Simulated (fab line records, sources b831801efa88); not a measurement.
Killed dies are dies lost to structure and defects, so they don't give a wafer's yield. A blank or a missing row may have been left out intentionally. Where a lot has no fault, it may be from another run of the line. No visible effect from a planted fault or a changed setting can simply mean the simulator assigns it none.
fab line records -- flow sky130
[record] lots = 10, wafers = 30, last_day = 50
route steps=708 shown NWELL@76 SONOS_TUNNEL@166 POLY_CUT@317 LOCAL_INTERCONNECT@387 PAD_OPEN@708
lots untouched by any fault: they come from a run of this same line in which no faults occurred
start_h: hours from the record's opening day to when the first of the lot's shown wafers began -- wait_h: hours elapsed since this lot's preceding step -- " identical to the entry in the row above -- L1.1+2: a single row standing in for several wafers -- - value missing, or start not given -- * or withheld: withheld -- < > ~ a bound
route shown NAME@n: a module of which the file shows steps, and the number in the route of the first -- usual: the fault-free wafers' mean and standard deviation -- same: alike in all rows -- chamber/n: place in a boat -- sites: each site's reading -- _std_site: their standard deviation -- _edge_site: outer sites' mean less inner sites' -- radius_mm: how far each site lies from the wafer's centre -- mask NAME#n: copy n -- behind: the most recent tool/chamber to have shaped the wafer -- hold: the reason the lot was held/the length of the hold in hours/how it ended -- device: whichever transistor did not switch (one of n, p or np) -- end of line: the same wafers' tests at the end of the route -- for a step that has no rows: nothing shown but its recipe -- killed: dies lost to structure and defects at the first sort, not the wafer's yield -- map: dies across one wafer; x = killed, . = not, _ = none there
set.NAME: setting as actually run; set.NAME@STEP: the setting as run at that earlier step -- model.NAME: the simulator's own value behind a step, which no gauge read
the route's steps for a sample of lots (tables are steps, rows are wafers)
services: the hour from which a tool's chamber was out of use, counted from the record's first day as start_h (under 0 if before that day), plus the number of hours and why
[[steps]]
[step SKY_NWELL_OVL_MEAS_23]
[usual] NWELL_01_OVL = 0.9/1.3
lot.wafer,tool,chamber,start_h,wait_h,NWELL_01_OVL[nm]
L214.1,overlay-01,-,129.23,-,-1.4
L214.4,overlay-01,-,129.23,-,-1.4
L214.6,overlay-01,-,129.23,-,-0.1
L216.2,overlay-02,-,140.64,-,-0.9
L216.3,overlay-02,-,140.64,-,-0.8
L216.5,overlay-02,-,140.64,-,-0.2
L219.2,overlay-02,-,160.39,-,0.0
L219.3,overlay-02,-,160.39,-,-0.2
L219.5,overlay-02,-,160.39,-,0.1
L220.1,overlay-01,-,162.58,-,-0.4
L220.2,overlay-01,-,162.58,-,2.2
L220.5,overlay-01,-,162.58,-,0.6
L223.1,overlay-02,-,182.75,-,-0.2
L223.2,overlay-02,-,182.75,-,-0.1
L223.3,overlay-02,-,182.75,-,2.1
L224.1,overlay-02,-,187.53,-,1.3
L224.2,overlay-02,-,187.53,-,2.8
L224.6,overlay-02,-,187.53,-,2.9
L225.1,overlay-01,-,199.83,-,2.4
L225.2,overlay-01,-,199.83,-,0.1
L225.4,overlay-01,-,199.83,-,2.5
L231.1,overlay-02,-,228.03,-,2.1
L231.3,overlay-02,-,228.03,-,2.1
L231.5,overlay-02,-,228.03,-,1.7
L232.1,overlay-01,-,229.32,-,1.1
L232.3,overlay-01,-,229.32,-,0.9
L232.4,overlay-01,-,229.32,-,1.4
L233.2,overlay-02,-,240.44,-,2.0
L233.4,overlay-02,-,240.44,-,3.4
L233.5,overlay-02,-,240.44,-,3.1
[step SKY_SONOS_TUNNEL_TW_MEAS_12]
[usual] SONOS_TUNNEL_TW = 200.5/1.9
lot.wafer,tool,chamber,start_h,wait_h,SONOS_TUNNEL_TW
L214.1,film_metro-04,-,274.38,0.0,202.6
L214.4,film_metro-04,-,274.38,0.0,202.9
L214.6,film_metro-04,-,274.38,0.0,202.5
L216.2,film_metro-04,-,294.15,0.0,202.8
L216.3,film_metro-04,-,294.15,0.0,202.4
L216.5,film_metro-04,-,294.15,0.0,202.7
L219.2,film_metro-02,-,318.17,0.0,199.8
L219.3,film_metro-02,-,318.17,0.0,199.4
L219.5,film_metro-02,-,318.17,0.0,197.8
L220.1,film_metro-03,-,321.32,0.0,197.5
L220.2,film_metro-03,-,321.32,0.0,198.1
L220.5,film_metro-03,-,321.32,0.0,197.8
L223.1,film_metro-02,-,347.04,0.0,200.5
L223.2,film_metro-02,-,347.04,0.0,200.6
L223.3,film_metro-02,-,347.04,0.0,201.2
L224.1,film_metro-04,-,356.24,0.0,201.5
L224.2,film_metro-04,-,356.24,0.0,201.0
L224.6,film_metro-04,-,356.24,0.0,202.2
L225.1,film_metro-02,-,371.38,0.0,198.6
L225.2,film_metro-02,-,371.38,0.0,200.0
L225.4,film_metro-02,-,371.38,0.0,198.5
L231.1,film_metro-03,-,409.86,0.0,199.7
L231.3,film_metro-03,-,409.86,0.0,198.2
L231.5,film_metro-03,-,409.86,0.0,198.5
L232.1,film_metro-04,-,413.59,0.0,201.0
L232.3,film_metro-04,-,413.59,0.0,200.5
L232.4,film_metro-04,-,413.59,0.0,200.7
L233.2,film_metro-04,-,425.34,0.0,200.5
L233.4,film_metro-04,-,425.34,0.0,200.5
L233.5,film_metro-04,-,425.34,0.0,200.1
[step SKY_POLY_CUT_ETCH_10]
[recipe] chemistry = N2/H2, target = BARC, ion_energy_ev = 200, source_w = 500, bias_w = 100, pressure_mtorr = 30, n2_flow_sccm = 100, h2_flow_sccm = 200, stop_on = SiO2, time_s = 45.9, target_depth_a = 600
[usual] bias_w = 99.9/0.33, chamber_pressure_mTorr = 29.998/0.026, drypump_motor_current_A = 5.6/0.33, oes_product_au = 0.853/0.0043, throttle_valve_pct = 13.225/0.0098
lot.wafer,tool,chamber,start_h,wait_h,bias_w,chamber_pressure_mTorr,drypump_motor_current_A,oes_product_au,rf_hours_counter_h,throttle_valve_pct
L214.1,rie_diel-02,3,590.32,0.0,99.4,30.016,6.0,0.848,64,13.213
L214.4,rie_diel-02,2,590.32,0.0,99.4,29.983,5.8,0.845,75,13.215
L214.6,rie_diel-02,1,590.32,0.0,100.4,29.998,5.7,0.855,-,13.232
L216.2,rie_diel-02,1,609.17,0.0,100.5,29.983,5.7,0.855,16,13.223
L216.3,rie_diel-02,0,609.17,0.0,100.0,29.986,5.5,0.861,7,13.218
L216.5,rie_diel-02,0,609.17,0.0,99.6,29.909,5.5,0.855,-,13.239
L219.2,rie_diel-02,0,650.18,0.0,99.4,30.021,5.5,0.861,8,13.215
L219.3,rie_diel-02,1,650.18,0.0,99.7,30.002,5.8,0.857,17,13.233
L219.5,rie_diel-02,2,650.18,0.0,99.8,30.066,5.8,0.856,-,13.223
L220.1,rie_diel-02,0,651.27,0.0,99.6,29.969,5.5,0.856,8,13.225
L220.2,rie_diel-02,1,651.27,0.0,100.3,29.993,5.7,0.854,17,13.221
L220.5,rie_diel-02,2,651.27,0.0,99.5,29.995,5.8,0.855,-,13.239
L223.1,rie_diel-02,2,668.05,0.0,100.0,30.017,5.8,0.848,2,13.216
L223.2,rie_diel-02,3,668.05,0.0,99.8,29.991,6.0,0.849,0,13.224
L223.3,rie_diel-02,1,668.05,0.0,99.7,30.013,5.7,0.857,18,13.211
L224.1,rie_diel-02,0,675.48,0.0,-,-,-,-,-,-
L224.2,rie_diel-02,1,675.48,0.0,-,-,-,-,-,-
L224.6,rie_diel-02,1,675.48,0.0,-,-,-,-,-,-
L225.1,rie_diel-02,3,686.68,0.0,-,-,-,-,-,-
L225.2,rie_diel-02,1,686.68,0.0,-,-,-,-,-,-
L225.4,rie_diel-02,0,686.68,0.0,-,-,-,-,-,-
L231.1,rie_diel-01,2,721.43,0.0,100.5,29.988,5.0,0.854,0,13.207
L231.3,rie_diel-01,3,721.43,0.0,100.2,30.009,5.3,0.857,13,13.219
L231.5,rie_diel-01,3,721.43,0.0,99.7,30.074,5.3,0.855,-,13.232
L232.1,rie_diel-01,2,732.78,0.0,99.7,30.012,5.0,0.856,0,13.227
L232.3,rie_diel-01,3,732.78,0.0,99.9,29.955,5.2,0.861,13,13.227
L232.4,rie_diel-01,1,732.78,0.0,100.2,29.944,6.1,0.860,2,13.223
L233.2,rie_diel-02,0,736.63,0.0,100.0,29.974,5.5,0.856,10,13.228
L233.4,rie_diel-02,2,736.63,0.0,100.0,29.966,5.8,0.851,3,13.223
L233.5,rie_diel-02,2,736.63,0.0,100.0,30.008,5.8,0.844,-,13.231
[step SKY_POLY_CUT_ETCH_11]
[recipe] target = Si3N4, chemistry = CF4/CH2F2/Ar, stop_on = poly-Si, source_w = 600, bias_w = 150, pressure_mtorr = 40, cf4_flow_sccm = 40, ch2f2_flow_sccm = 20, Ar_flow_sccm = 150, time_s = 42.5, target_depth_a = 600
[usual] bias_w = 150.0/0.44, cf4_flow_sccm = 40.00/0.12, drypump_motor_current_A = 5.6/0.32, oes_product_au = 0.831/0.0063, throttle_valve_pct = 14.994/0.0091
lot.wafer,tool,chamber,start_h,wait_h,bias_w,cf4_flow_sccm,drypump_motor_current_A,oes_product_au,rf_hours_counter_h,throttle_valve_pct
L214.1,rie_diel-02,3,590.36,0.0,149.4,39.90,6.0,0.844,64,14.982
L214.4,rie_diel-02,2,590.36,0.0,150.3,39.85,5.8,0.837,75,14.999
L214.6,rie_diel-02,1,590.36,0.0,150.2,40.02,5.7,0.840,-,14.985
L216.2,rie_diel-02,1,609.21,0.0,150.1,40.05,5.7,0.840,16,15.004
L216.3,rie_diel-02,0,609.21,0.0,149.7,39.91,5.5,0.835,7,14.993
L216.5,rie_diel-02,0,609.21,0.0,150.0,39.96,5.5,0.839,-,15.003
L219.2,rie_diel-02,0,650.23,0.0,150.0,39.92,5.5,0.824,8,14.984
L219.3,rie_diel-02,1,650.23,0.0,149.6,39.85,5.7,0.823,17,14.992
L219.5,rie_diel-02,2,650.23,0.0,150.7,40.16,5.8,0.833,-,15.005
L220.1,rie_diel-02,0,651.32,0.0,150.1,39.89,5.5,0.827,8,14.988
L220.2,rie_diel-02,1,651.32,0.0,150.4,40.08,5.7,0.826,17,15.006
L220.5,rie_diel-02,2,651.32,0.0,150.0,39.83,5.8,0.827,-,14.988
L223.1,rie_diel-02,2,668.09,0.0,150.3,40.04,5.8,0.825,2,14.984
L223.2,rie_diel-02,3,668.09,0.0,149.7,40.09,6.0,0.825,0,14.982
L223.3,rie_diel-02,1,668.09,0.0,150.3,39.94,5.7,0.832,18,15.000
L224.1,rie_diel-02,0,675.53,0.0,149.8,40.07,5.5,0.379,9,14.951
L224.2,rie_diel-02,1,675.53,0.0,150.3,40.15,5.7,0.378,18,14.968
L224.6,rie_diel-02,1,675.53,0.0,150.1,39.93,5.7,0.375,-,14.957
L225.1,rie_diel-02,3,686.73,0.0,149.3,39.89,6.0,0.384,0,14.956
L225.2,rie_diel-02,1,686.73,0.0,148.9,40.08,5.7,0.365,18,14.930
L225.4,rie_diel-02,0,686.73,0.0,149.5,39.89,5.5,0.381,9,14.952
L231.1,rie_diel-01,2,721.48,0.0,149.9,40.25,5.0,0.843,0,14.989
L231.3,rie_diel-01,3,721.48,0.0,150.0,39.96,5.3,0.837,13,14.998
L231.5,rie_diel-01,3,721.48,0.0,149.5,40.04,5.3,0.833,-,14.988
L232.1,rie_diel-01,2,732.83,0.0,150.2,40.04,5.0,0.832,0,14.999
L232.3,rie_diel-01,3,732.83,0.0,150.5,40.07,5.3,0.831,13,14.995
L232.4,rie_diel-01,1,732.83,0.0,149.7,40.10,6.1,0.837,2,14.982
L233.2,rie_diel-02,0,736.68,0.0,149.5,40.09,5.4,0.831,10,14.993
L233.4,rie_diel-02,2,736.68,0.0,150.0,40.04,5.8,0.833,3,14.992
L233.5,rie_diel-02,2,736.68,0.0,150.4,40.14,5.8,0.828,-,15.003
[step SKY_POLY_CUT_STRIP_12]
[recipe] chemistry = O2/N2, power_w = 1400, pressure_mtorr = 1500, platen_temp_c = withheld, o2_flow_sccm = 3000, n2_flow_sccm = 300, overash_fraction = 0.5
[usual] drypump_motor_current_A = 5.7/0.4, oes_product_au = 0.452/0.0046, strip_time_to_endpoint_s = 5.354/0.019
lot.wafer,tool,chamber,start_h,wait_h,drypump_motor_current_A,oes_product_au,rf_hours_counter_h,strip_time_to_endpoint_s
L214.1,plasma_asher-01,1,590.40,0.0,5.4,0.450,42,5.343
L214.4,plasma_asher-01,1,590.40,0.0,5.4,0.449,-,5.321
L214.6,plasma_asher-01,1,590.40,0.0,5.4,0.448,-,5.341
L216.2,plasma_asher-03,1,609.27,0.0,5.3,0.442,82,5.357
L216.3,plasma_asher-03,1,609.27,0.0,5.3,0.451,-,5.343
L216.5,plasma_asher-03,1,609.27,0.0,5.3,0.449,-,5.315
L219.2,plasma_asher-01,1,650.27,0.0,5.4,0.456,47,5.370
L219.3,plasma_asher-01,1,650.27,0.0,5.5,0.456,-,5.356
L219.5,plasma_asher-01,1,650.27,0.0,5.5,0.452,-,5.345
L220.1,plasma_asher-02,0,651.36,0.0,6.2,0.446,20,5.353
L220.2,plasma_asher-02,1,651.36,0.0,5.2,0.455,20,5.373
L220.5,plasma_asher-02,1,651.36,0.0,5.2,0.456,-,5.358
L223.1,plasma_asher-01,1,668.13,0.0,5.5,0.454,49,5.333
L223.2,plasma_asher-01,0,668.13,0.0,6.2,0.459,49,5.371
L223.3,plasma_asher-01,0,668.13,0.0,6.1,0.456,-,5.361
L224.1,plasma_asher-02,0,675.57,0.0,6.2,0.467,23,5.647
L224.2,plasma_asher-02,1,675.57,0.0,5.2,0.471,23,5.632
L224.6,plasma_asher-02,0,675.57,0.0,6.2,0.471,-,5.660
L225.1,plasma_asher-01,0,686.77,0.0,6.1,0.456,52,5.648
L225.2,plasma_asher-01,1,686.77,0.0,5.5,0.465,52,5.646
L225.4,plasma_asher-01,1,686.77,0.0,5.5,0.467,-,5.649
L231.1,plasma_asher-03,0,721.52,0.0,5.8,0.444,89,5.376
L231.3,plasma_asher-03,1,721.52,0.0,5.3,0.447,-,5.355
L231.5,plasma_asher-03,0,721.52,0.0,5.8,0.447,-,5.341
L232.1,plasma_asher-03,0,732.87,0.0,5.8,0.452,90,5.336
L232.3,plasma_asher-03,0,732.87,0.0,5.8,0.452,-,5.357
L232.4,plasma_asher-03,1,732.87,0.0,5.3,0.452,-,5.359
L233.2,plasma_asher-01,1,736.72,0.0,5.5,0.451,57,5.324
L233.4,plasma_asher-01,1,736.72,0.0,5.4,0.445,-,5.334
L233.5,plasma_asher-01,0,736.72,0.0,6.2,0.453,-,5.359
[step SKY_LOCAL_INTERCONNECT_SPUTTER_00]
[recipe] material = TiN, target_thk_nm = 100, temp_c = 300, power_w = 6500, time_s = 83.3, chamber_pressure_pa = 0.4
[usual] throttle_valve_pct = 30.2/0.71
lot.wafer,tool,chamber,start_h,wait_h,throttle_valve_pct
L214.1,pvd_sputter-03,-,705.76,0.1,30.7
L214.4,pvd_sputter-03,-,705.76,0.1,29.4
L214.6,pvd_sputter-03,-,705.76,0.1,30.7
L216.2,pvd_sputter-01,-,723.81,0.2,29.9
L216.3,pvd_sputter-01,-,723.81,0.2,31.1
L216.5,pvd_sputter-01,-,723.81,0.2,30.6
L219.2,pvd_sputter-03,-,763.81,0.2,30.1
L219.3,pvd_sputter-03,-,763.81,0.2,29.4
L219.5,pvd_sputter-03,-,763.81,0.2,29.2
L220.1,pvd_sputter-03,-,766.17,0.2,30.1
L220.2,pvd_sputter-03,-,766.17,0.2,29.6
L220.5,pvd_sputter-03,-,766.17,0.2,29.5
L223.1,pvd_sputter-01,-,780.71,0.2,31.0
L223.2,pvd_sputter-01,-,780.71,0.2,31.3
L223.3,pvd_sputter-01,-,780.71,0.2,29.9
L231.1,pvd_sputter-01,-,831.50,0.2,30.9
L231.3,pvd_sputter-01,-,831.50,0.2,31.1
L231.5,pvd_sputter-01,-,831.50,0.2,30.6
L232.1,pvd_sputter-02,-,844.28,0.1,29.5
L232.3,pvd_sputter-02,-,844.28,0.1,29.9
L232.4,pvd_sputter-02,-,844.28,0.1,30.1
L233.2,pvd_sputter-02,-,846.49,0.2,29.9
L233.4,pvd_sputter-02,-,846.49,0.2,29.1
L233.5,pvd_sputter-02,-,846.49,0.2,29.1
[step SKY_PAD_OPEN_PROBE_99]
[usual] killed_at_M0_to_M3 = 43/6.4, killed_at_M4_up = 2.9/1.7, killed_at_contacts = 24/5, killed_at_front_end = 15/4, killed_at_other = 0.4/0.62, killed_dies = 86/9.3, killed_on_rim = 17/3.5, killed_open = 47/6.8, killed_short = 38/5.8
[same] gross_dies = 492, killed_at_back_side = 0
lot.wafer,tool,chamber,start_h,wait_h,killed_at_M0_to_M3,killed_at_M4_up,killed_at_contacts,killed_at_front_end,killed_at_other,killed_dies,killed_on_rim,killed_open,killed_short
L220.1,prober-02,-,1140.70,0.1,50,2,26,15,0,93,16,52,37
L220.2,prober-02,-,1140.75,0.1,39,7,20,14,1,81,16,50,30
L220.5,prober-02,-,1140.90,0.2,42,4,23,14,0,83,20,45,38
L224.1,prober-01,-,1155.81,0.1,42,1,23,426,0,492,96,44,35
L224.2,prober-01,-,1155.86,0.1,52,4,21,415,0,492,96,53,33
L224.6,prober-01,-,1156.06,0.2,37,3,27,425,0,492,96,43,40
L225.1,prober-02,-,1165.65,0.1,38,1,20,433,0,492,96,42,33
L225.2,prober-02,-,1165.70,0.1,38,2,25,427,0,492,96,45,39
L225.4,prober-02,-,1165.80,0.2,43,1,22,426,0,492,96,49,38
// killed by level:class
L220.1 VIA1:geometric_particle:open=15 CONTACT:geometric_particle:open=13 VIA1:geometric_particle:short=8 VIA3:geometric_particle:open=6 METAL2:geometric_particle:short=6 LOCAL_INTERCONNECT:geometric_particle:short=5 VIA2:geometric_particle:open=5 FIELD_ISO:geometric_particle:short=4
L220.2 CONTACT:geometric_particle:open=11 VIA2:geometric_particle:open=10 VIA1:geometric_particle:open=9 VIA1:geometric_particle:short=7 FIELD_ISO:geometric_particle:open=6 METAL4:geometric_particle:short=6 CONTACT:geometric_particle:short=4 VIA3:geometric_particle:open=4
L220.5 VIA1:geometric_particle:open=13 CONTACT:geometric_particle:open=9 VIA1:geometric_particle:short=7 FIELD_ISO:geometric_particle:short=5 LI_CONTACT:geometric_particle:open=4 LOCAL_INTERCONNECT:geometric_particle:open=4 FIELD_ISO:geometric_particle:open=3 SPACER:geometric_particle:short=3
L224.1 POLY_CUT:area_etch=413 VIA2:geometric_particle:open=10 CONTACT:geometric_particle:open=8 METAL1:geometric_particle:short=7 VIA1:geometric_particle:open=7 METAL3:geometric_particle:short=7 VIA3:geometric_particle:open=6 LI_CONTACT:geometric_particle:open=5
L224.2 POLY_CUT:area_etch=406 VIA1:geometric_particle:open=12 VIA3:geometric_particle:open=10 CONTACT:geometric_particle:open=10 METAL2:geometric_particle:short=8 VIA2:geometric_particle:open=7 VIA3:geometric_particle:short=5 LI_CONTACT:geometric_particle:open=4
L224.6 POLY_CUT:area_etch=409 CONTACT:geometric_particle:open=10 LI_CONTACT:geometric_particle:open=7 FIELD_ISO:geometric_particle:open=6 VIA2:geometric_particle:open=5 CONTACT:geometric_particle:short=5 VIA1:geometric_particle:open=5 VIA1:geometric_particle:short=5
L225.1 POLY_CUT:area_etch=417 CONTACT:geometric_particle:open=9 VIA2:geometric_particle:open=6 FIELD_ISO:geometric_particle:open=5 VIA3:geometric_particle:short=5 LOCAL_INTERCONNECT:geometric_particle:short=5 METAL1:geometric_particle:short=5 POLY_GATE:geometric_particle:open=4
L225.2 POLY_CUT:area_etch=408 METAL2:geometric_particle:short=10 FIELD_ISO:geometric_particle:open=8 LI_CONTACT:geometric_particle:open=8 VIA1:geometric_particle:open=7 LOCAL_INTERCONNECT:geometric_particle:short=6 CONTACT:geometric_particle:open=6 VIA2:geometric_particle:open=5
L225.4 POLY_CUT:area_etch=405 VIA1:geometric_particle:open=9 LI_CONTACT:geometric_particle:open=8 METAL1:geometric_particle:short=8 CONTACT:geometric_particle:open=7 VIA1:geometric_particle:short=6 FIELD_ISO:geometric_particle:short=5 FIELD_ISO:geometric_particle:open=5
[[services]]
tool,chamber,start_h,hours,kind
rie_diel-02,-,572.04,0.7,repair
rie_diel-02,-,579.15,8.5,repair
rie_diel-02,2,593.29,-,clean
pvd_sputter-03,-,593.44,2.7,repair
pvd_sputter-03,-,602.52,39.4,repair
plasma_asher-01,-,606.77,4.9,repair
plasma_asher-02,-,608.38,2.8,pm
pvd_sputter-03,-,613.06,0.7,repair
plasma_asher-03,-,632.64,8.8,repair
rie_diel-02,0,641.48,8.3,repair
plasma_asher-03,-,654.59,32.7,pm
pvd_sputter-01,-,655.44,15.2,repair
rie_diel-02,-,683.09,2.8,pm
rie_diel-02,0,687.05,8.9,repair
pvd_sputter-02,-,690.48,1.8,repair
plasma_asher-02,-,718.73,1.0,repair
rie_diel-02,2,739.39,3.7,repair
rie_diel-01,-,757.49,0.4,repair
plasma_asher-03,-,765.19,2.8,pm
rie_diel-01,-,778.39,1.7,repair
plasma_asher-01,-,794.23,10.0,pm
pvd_sputter-03,-,825.22,1.5,repair
plasma_asher-01,-,827.18,2.3,repair
rie_diel-01,1,842.13,5.8,repair
[[key]]
[first_sign] step = SKY_POLY_CUT_ETCH_10, reading = tool_record, direction = missing
[effect] step = SKY_POLY_CUT_ETCH_11, reading = oes_product_au, direction = down, sigmas = 73, usual = 0.831, struck = 0.377
[effect] step = SKY_POLY_CUT_STRIP_12, reading = strip_time_to_endpoint_s, direction = up, sigmas = 16, usual = *, struck = *
[effect] step = SKY_PAD_OPEN_PROBE_99, reading = killed_at_front_end, direction = up, sigmas = 99+, usual = 15, struck = 425
[more_kills_born_at] SKY_POLY_CUT_ETCH_10@rie_diel-02 = 2458
met_at SKY_POLY_CUT_ETCH_10
struck_lots L224,L225
later_rows_left_out L224.1,L224.2,L224.6,L225.1,L225.2,L225.4
tester_left_out L224,L225
not_acting_at SKY_NWELL_OVL_MEAS_23,SKY_SONOS_TUNNEL_TW_MEAS_12,SKY_LOCAL_INTERCONNECT_SPUTTER_00
onset_between 668.05 675.48
[fault] kind = skipped_step_whole, tool = rie_diel-02, chamber = -, onset_h = 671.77, steps = SKY_POLY_CUT_ETCH_10, scope = struck_lots_only
// tester_left_out: of these lots the tester's yield and bins aren't shown, on N5 and GAA mostly nor the transistor test; their killed dies are dies lost to structure and defects alone, not to doping, threshold or leakage, so they don't give the yield
// later_rows_left_out: the simulator's readings of these wafers behind a module that went badly wrong aren't trusted and aren't shown, but for the sort
